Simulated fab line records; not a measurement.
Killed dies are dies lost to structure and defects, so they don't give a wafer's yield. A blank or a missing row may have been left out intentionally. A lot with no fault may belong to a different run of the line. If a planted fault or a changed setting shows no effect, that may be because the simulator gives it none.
A lot that was struck, set against a sound lot	flow sky130	15 steps out of a route of 708
Sound: the wafers L447.2, L447.3, L447.4. The struck wafers were L458.1, L458.5, L458.6. The cause is given at the end.
For every step that has rows: the tool of each side, followed by ch and its chambers, followed by its first start. Under that, the readings that differ: sound wafers	struck wafers	difference of the means	sigmas: that difference in standard deviations of wafers without a fault.
alike: readings whose means differ by less than 2 such deviations, and words and numbers that are the same on both sides. not compared: withheld readings, readings that some wafer has no value for, bounds like >300 that may hide the same value, and numbers for which the record gives no deviation and whose values overlap.
Wherever a step has rows on one side only, a row that says differs or no value, or a row with sigmas, the two part there. Numbers that don't overlap but have no deviation are shown without sigmas and don't part them. A reading that every wafer of one side lacks parts them only if that side has two wafers or more.

SKY_LDD_HVP_TW_MEAS_10:
  sound: film metro-02 at day 23 02:01; struck: film metro-01 at day 27 06:11
  alike: LDD_HVP_TW
then, 7 steps without rows for these wafers: SKY_LDD_LDN_DEHYDRATE_00 (time 60 s); SKY_LDD_LDN_HMDS_01 (prime time 60 s); SKY_LDD_LDN_COAT_02 (resist thk 1140 nm); SKY_LDD_LDN_SOFTBAKE_03 (time 60 s); SKY_LDD_LDN_EXPOSE_04 (exposes mask LDNTM, target cd 700 nm); SKY_LDD_LDN_PEB_05; SKY_LDD_LDN_DEVELOP_06 (develop time 60 s).
SKY_LDD_LDN_OVL_MEAS_07:
  sound: overlay-02 at day 24 08:22; struck: overlay-01 at day 28 09:22
  alike: LDD_LDN_OVL
then, 3 steps without rows for these wafers: SKY_LDD_LDN_IMPLANT_08; SKY_LDD_LDN_IMPLANT_09; SKY_LDD_LDN_IMPLANT_10.
SKY_LDD_LDN_IMPLANT_11:
  sound on implanter-04 ch 0, day 24 08:53; struck on implanter-03 ch 0, day 28 09:50
reading	sound	struck	difference	sigmas
beam energy keV	15.001 14.997 15.001	16.466 16.471 16.465	+1.468	+99 or more
model.implant.rp nm (nm)	13.03 13.03 13.03	13.7 13.7 13.7	+0.7	
model.implant.drp nm (nm)	5.933 5.933 5.933	6.317 6.317 6.317	+0.384	
  alike: beam on s, faraday current uA
SKY_LDD_LDN_STRIP_12: strips in O2/N2.
  sound on plasma asher-01 ch 0,1, day 24 09:00; struck on plasma asher-04 ch 0,1, day 28 09:59
  alike: drypump motor current A, oes product au, strip time to endpoint s
  not compared: rf hours counter h
-- here the record skips 21 days between the struck wafers' starts before and after, leaving off in module LDD_LDN and picking up in module PAD_OPEN (first step shown: number 708 of the route) --
SKY_PAD_OPEN_PROBE_99:
  sound: prober-01 at day 46 18:50; struck: prober-01 at day 49 18:59
  alike: killed_at_M0_to_M3, killed_at_M4_up, killed at contacts, killed at front end, killed at other, killed dies, killed open, killed short

## WHERE THEY PART
Only at SKY_LDD_LDN_IMPLANT_11, as far as this record shows. Later steps at which nothing parts them and some readings are alike: SKY_LDD_LDN_STRIP_12, SKY_PAD_OPEN_PROBE_99.

WHY: what had been put in by the simulator
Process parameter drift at SKY_LDD_LDN_IMPLANT_11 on implanter-03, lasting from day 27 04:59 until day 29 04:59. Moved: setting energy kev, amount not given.
